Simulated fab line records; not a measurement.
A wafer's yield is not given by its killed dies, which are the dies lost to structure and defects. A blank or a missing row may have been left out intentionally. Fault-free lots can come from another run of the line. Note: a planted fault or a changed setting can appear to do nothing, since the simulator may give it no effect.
A struck lot beside a sound one ; flow gf180mcu ; 44 steps out of a route of 602
Sound: the wafers L108.1, L108.3, L108.5. Wafers L115.1, L115.2, L115.4 were the ones struck. The cause is named last.
For every step that has rows: the tool of each side, followed by ch and its chambers, followed by its first start. Under that, the readings that differ: sound wafers ; struck wafers ; difference of the means ; sigmas: that difference in standard deviations of wafers without a fault.
alike: words and numbers the same on both sides, and readings whose means are apart by under 2 such deviations; not compared: readings that were withheld, readings missing a value for some wafer, numbers with overlapping values and no deviation given by the record, and bounds like >300 which may hide the same value.
Wherever a step has rows on one side only, a row that says differs or no value, or a row with sigmas, the two part there. Non-overlapping numbers with no deviation appear without sigmas and do not part them. A reading that every wafer of one side lacks parts them only if that side has two wafers or more.

first, 1 step without rows for these wafers: GF_MVSD_IMPLANT_09.
GF_MVSD_STRIP_10: strips in O2/N2.
  sound on plasma asher-03 ch 1, day 7 00:13; struck on plasma asher-03 ch 0,1, day 8 23:30
  alike: drypump motor current A, heater power w, oes product au, strip time to endpoint s
  not compared: rf hours counter h
GF_MVSD_TW_MEAS_11:
  sound on film metro-03 at day 7 00:19; struck on film metro-03 at day 8 23:36
  alike: MVSD_TW
then, 7 steps without rows for these wafers: GF_MVPSD_DEHYDRATE_00 (time 60 s); GF_MVPSD_HMDS_01 (prime time 60 s); GF_MVPSD_COAT_02 (resist thk 3000 nm); GF_MVPSD_SOFTBAKE_03; GF_MVPSD_EXPOSE_04 (exposes mask MVPSD, target cd 1000 nm); GF_MVPSD_PEB_05; GF_MVPSD_DEVELOP_06 (develop time 60 s).
GF_MVPSD_OVL_MEAS_07:
  sound on overlay-01 at day 7 16:10; struck on overlay-02 at day 9 16:39
  alike: MVPSD_OVL
after that, 1 step had no rows for these wafers: GF_MVPSD_IMPLANT_08.
GF_MVPSD_IMPLANT_09:
  sound on implanter-02 ch 0, day 7 16:21; struck on implanter-04 ch 0, day 9 17:09
  alike: dose ions cm2
GF_MVPSD_STRIP_10: strips in O2/N2.
  sound on plasma asher-01 ch 0,1, day 7 16:30; struck on plasma asher-02 ch 0,1, day 9 17:18
  alike: drypump motor current A, heater power w, oes product au, strip time to endpoint s
  not compared: rf hours counter h
GF_MVPSD_TW_MEAS_11:
  sound on film metro-03 at day 7 16:36; struck on film metro-01 at day 9 17:44
reading;sound;struck;difference;sigmas
MVPSD_TW;553.4 552.4 557.1;582.3 581.9 583.8;+28.4;+9
then, 7 steps without rows for these wafers: GF_VT_IMPLANT_DEHYDRATE_00 (time 60 s); GF_VT_IMPLANT_HMDS_01 (prime time 60 s); GF_VT_IMPLANT_COAT_02 (resist thk 1000 nm); GF_VT_IMPLANT_SOFTBAKE_03 (time 60 s); GF_VT_IMPLANT_EXPOSE_04 (exposes mask LVPWELL LV AREA, target cd 600 nm); GF_VT_IMPLANT_PEB_05; GF_VT_IMPLANT_DEVELOP_06 (develop time 60 s).
GF_VT_IMPLANT_OVL_MEAS_07:
  sound on overlay-01 at day 8 08:39; struck on overlay-01 at day 10 10:43
  alike: VT_IMPLANT_OVL
after that, 1 step had no rows for these wafers: GF_VT_IMPLANT_IMPLANT_08.
GF_VT_IMPLANT_STRIP_09: strips in O2/N2.
  sound on plasma asher-04 ch 1, day 8 08:50; struck on plasma asher-04 ch 0,1, day 10 10:54
reading;sound;struck;difference;sigmas
strip time to endpoint s (s);12.67 12.68 12.70;12.58 12.61 12.59;-0.09;-3
  alike: drypump motor current A, heater power w, oes product au
  not compared: rf hours counter h
GF_VT_IMPLANT_TW_MEAS_10:
  sound on film metro-03 at day 8 08:56; struck on film metro-04 at day 10 11:00
  alike: VT_IMPLANT_TW
then, 7 steps without rows for these wafers: GF_VT_IMPLANT_DEHYDRATE_11 (time 60 s); GF_VT_IMPLANT_HMDS_12 (prime time 60 s); GF_VT_IMPLANT_COAT_13 (resist thk 1000 nm); GF_VT_IMPLANT_SOFTBAKE_14 (time 60 s); GF_VT_IMPLANT_EXPOSE_15 (exposes mask Nwell LV AREA, target cd 860 nm); GF_VT_IMPLANT_PEB_16; GF_VT_IMPLANT_DEVELOP_17 (develop time 60 s).
GF_VT_IMPLANT_OVL_MEAS_18:
  sound on overlay-02 at day 9 01:31; struck on overlay-01 at day 11 05:28
  alike: VT_IMPLANT_01_OVL
after that, 1 step had no rows for these wafers: GF_VT_IMPLANT_IMPLANT_19.
GF_VT_IMPLANT_STRIP_20: strips in O2/N2.
  sound on plasma asher-02 ch 0,1, day 9 01:42; struck on plasma asher-02 ch 0,1, day 11 05:39
  alike: drypump motor current A, heater power w, oes product au, strip time to endpoint s
  not compared: rf hours counter h
GF_VT_IMPLANT_TW_MEAS_21:
  sound on film metro-01 at day 9 01:48; struck on film metro-04 at day 11 05:45
  alike: VT_IMPLANT_2_TW
then, 5 steps without rows for these wafers: GF_VT_IMPLANT_DEHYDRATE_22 (time 60 s); GF_VT_IMPLANT_HMDS_23 (prime time 60 s); GF_VT_IMPLANT_COAT_24 (resist thk 1000 nm); GF_VT_IMPLANT_SOFTBAKE_25 (time 60 s); GF_VT_IMPLANT_EXPOSE_26 (exposes mask LVPWELL HV AREA, target cd 860 nm).
GF_VT_IMPLANT_RS_MEAS_49: the measuring method here is four-point-probe.
  sound on film metro-01 at day 10 13:55; struck on film metro-03 at day 12 21:34
reading;sound;struck;difference;sigmas
MVPSD_RS (ohm/sq);1167.2 1166.8 1170.3;1006.2 1003.8 1005.4;-163.0;-74
GF_PASSIVATION_PROBE_99:
  the record holds rows for the sound wafers here (prober-01, day 32 06:56) but none for the struck ones

## WHERE THEY PART
Last at GF_PASSIVATION_PROBE_99 as far as this record goes, first at GF_MVPSD_TW_MEAS_11.

WHY: the cause the simulator had injected
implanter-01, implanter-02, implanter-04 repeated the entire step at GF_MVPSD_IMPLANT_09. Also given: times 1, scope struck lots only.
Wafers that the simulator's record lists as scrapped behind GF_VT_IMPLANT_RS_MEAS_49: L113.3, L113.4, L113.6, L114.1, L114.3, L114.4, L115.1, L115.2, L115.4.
